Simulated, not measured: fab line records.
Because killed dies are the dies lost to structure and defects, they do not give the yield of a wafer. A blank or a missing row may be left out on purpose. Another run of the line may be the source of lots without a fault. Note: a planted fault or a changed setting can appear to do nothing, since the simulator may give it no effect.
Which tool was responsible? || flow gf180mcu || 39 wafers from 13 lots sampled at 5 of the route's 602 steps

WHAT THE GAUGES READ, wafer by wafer
GF_HV_LDD_OVL_MEAS_20.
{"lot": "L463", "measured": "day 10 18:11", "on": "overlay-01", "HV_LDD_01_OVL (nm)": "1.2 1.3 0.9"}
{"lot": "L464", "measured": "day 11 01:29", "on": "overlay-02", "HV_LDD_01_OVL (nm)": "-0.2 1.4 0.3"}
{"lot": "L465", "measured": "day 11 08:37", "on": "overlay-01", "HV_LDD_01_OVL (nm)": "-2.4 -0.5 -0.1"}
{"lot": "L466", "measured": "day 11 17:04", "on": "overlay-02", "HV_LDD_01_OVL (nm)": "-0.7 -0.6 0.7"}
{"lot": "L467", "measured": "day 11 23:53", "on": "overlay-01", "HV_LDD_01_OVL (nm)": "1.0 0.8 0.7"}
{"lot": "L468", "measured": "day 12 08:02", "on": "overlay-02", "HV_LDD_01_OVL (nm)": "3.8 2.3 2.5"}
{"lot": "L470", "measured": "day 12 23:46", "on": "overlay-02", "HV_LDD_01_OVL (nm)": "0.4 0.6 0.3"}
{"lot": "L471", "measured": "day 13 08:54", "on": "overlay-02", "HV_LDD_01_OVL (nm)": "-1.8 -0.6 -0.8"}
{"lot": "L478", "measured": "day 15 13:02", "on": "overlay-01", "HV_LDD_01_OVL (nm)": "-0.5 -0.2 -1.1"}
{"lot": "L479", "measured": "day 15 19:35", "on": "overlay-02", "HV_LDD_01_OVL (nm)": "0.1 -1.2 1.2"}
{"lot": "L480", "measured": "day 16 03:16", "on": "overlay-01", "HV_LDD_01_OVL (nm)": "0.0 -0.2 0.0"}
{"lot": "L484", "measured": "day 17 08:03", "on": "overlay-02", "HV_LDD_01_OVL (nm)": "-0.6 0.6 -1.5"}
{"lot": "L486", "measured": "day 18 03:57", "on": "overlay-02", "HV_LDD_01_OVL (nm)": "1.4 0.2 1.0"}

GF_HV_LDD_TW_MEAS_38.
{"lot": "L463", "measured": "day 11 13:35", "on": "film_metro-01", "HV_LDD_3_TW": "1440 1437 1435"}
{"lot": "L464", "measured": "day 11 21:23", "on": "film_metro-03", "HV_LDD_3_TW": "1445 1433 1438"}
{"lot": "L465", "measured": "day 12 04:23", "on": "film_metro-04", "HV_LDD_3_TW": "1428 1429 1429"}
{"lot": "L466", "measured": "day 12 12:42", "on": "film_metro-03", "HV_LDD_3_TW": "1442 1451 1448"}
{"lot": "L467", "measured": "day 12 20:47", "on": "film_metro-01", "HV_LDD_3_TW": "1445 1447 1443"}
{"lot": "L468", "measured": "day 13 04:29", "on": "film_metro-01", "HV_LDD_3_TW": "1443 1435 1434"}
{"lot": "L470", "measured": "day 13 20:39", "on": "film_metro-01", "HV_LDD_3_TW": "1402 1397 1405"}
{"lot": "L471", "measured": "day 14 05:32", "on": "film_metro-01", "HV_LDD_3_TW": "1407 1405 1401"}
{"lot": "L478", "measured": "day 16 12:17", "on": "film_metro-01", "HV_LDD_3_TW": "1426 1431 1434"}
{"lot": "L479", "measured": "day 16 19:29", "on": "film_metro-03", "HV_LDD_3_TW": "1448 1453 1446"}
{"lot": "L480", "measured": "day 17 02:39", "on": "film_metro-01", "HV_LDD_3_TW": "1434 1435 1430"}
{"lot": "L484", "measured": "day 18 08:35", "on": "film_metro-01", "HV_LDD_3_TW": "1437 1423 1433"}
{"lot": "L486", "measured": "day 19 04:38", "on": "film_metro-04", "HV_LDD_3_TW": "1427 1433 1427"}

GF_HV_LDD_RS_MEAS_53: measures by four-point-probe.
{"lot": "L463", "measured": "day 12 08:20", "on": "film_metro-04", "HV_LDD_RS (ohm/sq)": "417.7 418.3 417.8"}
{"lot": "L464", "measured": "day 12 17:48", "on": "film_metro-03", "HV_LDD_RS (ohm/sq)": "419.7 419.5 418.5"}
{"lot": "L465", "measured": "day 13 00:32", "on": "film_metro-01", "HV_LDD_RS (ohm/sq)": "419.8 419.2 418.8"}
{"lot": "L466", "measured": "day 13 09:06", "on": "film_metro-01", "HV_LDD_RS (ohm/sq)": "418.1 418.5 417.8"}
{"lot": "L467", "measured": "day 13 16:46", "on": "film_metro-01", "HV_LDD_RS (ohm/sq)": "417.3 418.3 418.7"}
{"lot": "L468", "measured": "day 14 01:49", "on": "film_metro-04", "HV_LDD_RS (ohm/sq)": "418.2 418.1 417.2"}
{"lot": "L470", "measured": "day 14 17:55", "on": "film_metro-03", "HV_LDD_RS (ohm/sq)": "423.1 422.8 424.0"}
{"lot": "L471", "measured": "day 15 02:32", "on": "film_metro-01", "HV_LDD_RS (ohm/sq)": "425.1 424.8 424.4"}
{"lot": "L478", "measured": "day 17 11:28", "on": "film_metro-01", "HV_LDD_RS (ohm/sq)": "419.6 419.2 419.6"}
{"lot": "L479", "measured": "day 17 18:27", "on": "film_metro-01", "HV_LDD_RS (ohm/sq)": "418.6 418.3 418.1"}
{"lot": "L480", "measured": "day 18 02:44", "on": "film_metro-04", "HV_LDD_RS (ohm/sq)": "419.2 419.0 418.3"}
{"lot": "L484", "measured": "day 19 09:26", "on": "film_metro-04", "HV_LDD_RS (ohm/sq)": "417.6 417.8 418.1"}
{"lot": "L486", "measured": "day 20 04:58", "on": "film_metro-01", "HV_LDD_RS (ohm/sq)": "419.5 419.1 420.7"}

EACH LOT AND THE TOOL THAT RAN IT (in order: tool; ch and the chambers of the sampled wafers; start)
{"lot": "L463", "GF_HV_LDD_IMPLANT_36": "implanter-02 ch 0, day 11 13:20", "GF_HV_LDD_RTA_52": "rtp_anneal-01 ch 0, day 12 08:15"}
{"lot": "L464", "GF_HV_LDD_IMPLANT_36": "implanter-02 ch 0, day 11 21:08", "GF_HV_LDD_RTA_52": "rtp_anneal-01 ch 0, day 12 17:44"}
{"lot": "L465", "GF_HV_LDD_IMPLANT_36": "implanter-04 ch 0, day 12 04:08", "GF_HV_LDD_RTA_52": "rtp_anneal-01 ch 0, day 13 00:28"}
{"lot": "L466", "GF_HV_LDD_IMPLANT_36": "implanter-02 ch 0, day 12 12:29", "GF_HV_LDD_RTA_52": "rtp_anneal-01 ch 0, day 13 09:01"}
{"lot": "L467", "GF_HV_LDD_IMPLANT_36": "implanter-02 ch 0, day 12 20:32", "GF_HV_LDD_RTA_52": "rtp_anneal-01 ch 0, day 13 16:42"}
{"lot": "L468", "GF_HV_LDD_IMPLANT_36": "implanter-02 ch 0, day 13 04:14", "GF_HV_LDD_RTA_52": "rtp_anneal-02 ch 0, day 14 01:44"}
{"lot": "L470", "GF_HV_LDD_IMPLANT_36": "implanter-02 ch 0, day 13 20:26", "GF_HV_LDD_RTA_52": "rtp_anneal-02 ch 0, day 14 17:49"}
{"lot": "L471", "GF_HV_LDD_IMPLANT_36": "implanter-02 ch 0, day 14 05:18", "GF_HV_LDD_RTA_52": "rtp_anneal-02 ch 0, day 15 02:27"}
{"lot": "L478", "GF_HV_LDD_IMPLANT_36": "implanter-01 ch 0, day 16 12:02", "GF_HV_LDD_RTA_52": "rtp_anneal-01 ch 0, day 17 11:23"}
{"lot": "L479", "GF_HV_LDD_IMPLANT_36": "implanter-02 ch 0, day 16 19:14", "GF_HV_LDD_RTA_52": "rtp_anneal-02 ch 0, day 17 18:23"}
{"lot": "L480", "GF_HV_LDD_IMPLANT_36": "implanter-04 ch 0, day 17 02:26", "GF_HV_LDD_RTA_52": "rtp_anneal-02 ch 0, day 18 02:40"}
{"lot": "L484", "GF_HV_LDD_IMPLANT_36": "implanter-01 ch 0, day 18 08:20", "GF_HV_LDD_RTA_52": "rtp_anneal-01 ch 0, day 19 09:22"}
{"lot": "L486", "GF_HV_LDD_IMPLANT_36": "implanter-02 ch 0, day 19 04:23", "GF_HV_LDD_RTA_52": "rtp_anneal-02 ch 0, day 20 04:53"}
- GF_HV_LDD_IMPLANT_36
- GF_HV_LDD_RTA_52: time 10 s.

AS READ BY THE TOOLS THEMSELVES (means over the sampled wafers that have a number; for cases with no such wafer, the mark the record gives instead)
GF_HV_LDD_RTA_52.
{"lot": "L463", "tool": "rtp_anneal-01", "lamp_power_pct (%)": 33.4, "wafer_temp_C_max": 1005.1}
{"lot": "L464", "tool": "rtp_anneal-01", "lamp_power_pct (%)": 33.3, "wafer_temp_C_max": 1005.2}
{"lot": "L465", "tool": "rtp_anneal-01", "lamp_power_pct (%)": 33.4, "wafer_temp_C_max": 1005.3}
{"lot": "L466", "tool": "rtp_anneal-01", "lamp_power_pct (%)": 33.3, "wafer_temp_C_max": 1004.6}
{"lot": "L467", "tool": "rtp_anneal-01", "lamp_power_pct (%)": 33.3, "wafer_temp_C_max": 1005.1}
{"lot": "L468", "tool": "rtp_anneal-02", "lamp_power_pct (%)": 28.0, "wafer_temp_C_max": 1003.7}
{"lot": "L470", "tool": "rtp_anneal-02", "lamp_power_pct (%)": 28.0, "wafer_temp_C_max": 1004.5}
{"lot": "L471", "tool": "rtp_anneal-02", "lamp_power_pct (%)": 28.0, "wafer_temp_C_max": 1004.2}
{"lot": "L478", "tool": "rtp_anneal-01", "lamp_power_pct (%)": 33.3, "wafer_temp_C_max": 1005.6}
{"lot": "L479", "tool": "rtp_anneal-02", "lamp_power_pct (%)": 28.1, "wafer_temp_C_max": 1004.2}
{"lot": "L480", "tool": "rtp_anneal-02", "lamp_power_pct (%)": 28.0, "wafer_temp_C_max": 1004.5}
{"lot": "L484", "tool": "rtp_anneal-01", "lamp_power_pct (%)": 33.4, "wafer_temp_C_max": 1005.5}
{"lot": "L486", "tool": "rtp_anneal-02", "lamp_power_pct (%)": 28.0, "wafer_temp_C_max": 1004.3}

THE ANSWER, worked out from the rows above alone
Rule: the usual values come from the lots themselves. The widest of any qualifying gaps counts: lots, ordered by their means at a reading, are off when they make up no more than a third of the lots, leave a main group of 4 or more, and stand apart from it by 3 or more times the standard deviation of that group's means. Not used: any main group whose means are identical at the precision the tables above print for the reading. Also off: a lot with no number at a reading for which 4 or more lots have one. Where the step has rows for the other lots, those lots are counted as sound. The gauges are gone through in route order, then the tools' own readings, and for those a lot's mean is taken as printed above. The first step at which some lot is off is used, and at that step the reading that is off furthest; a lot without a number counts as furthest.
Off: at GF_HV_LDD_TW_MEAS_38 (HV_LDD_3_TW), L470, L471. The main group: mean 1437, standard deviation 7.
A tool fits if, at a process step before that reading, it ran every lot that is off, and no sound lot after the first of them. Those tools and the gauges at GF_HV_LDD_TW_MEAS_38 are tried in the same way. Not one of the candidates tried fits.

WHAT WAS PUT IN BY THE SIMULATOR
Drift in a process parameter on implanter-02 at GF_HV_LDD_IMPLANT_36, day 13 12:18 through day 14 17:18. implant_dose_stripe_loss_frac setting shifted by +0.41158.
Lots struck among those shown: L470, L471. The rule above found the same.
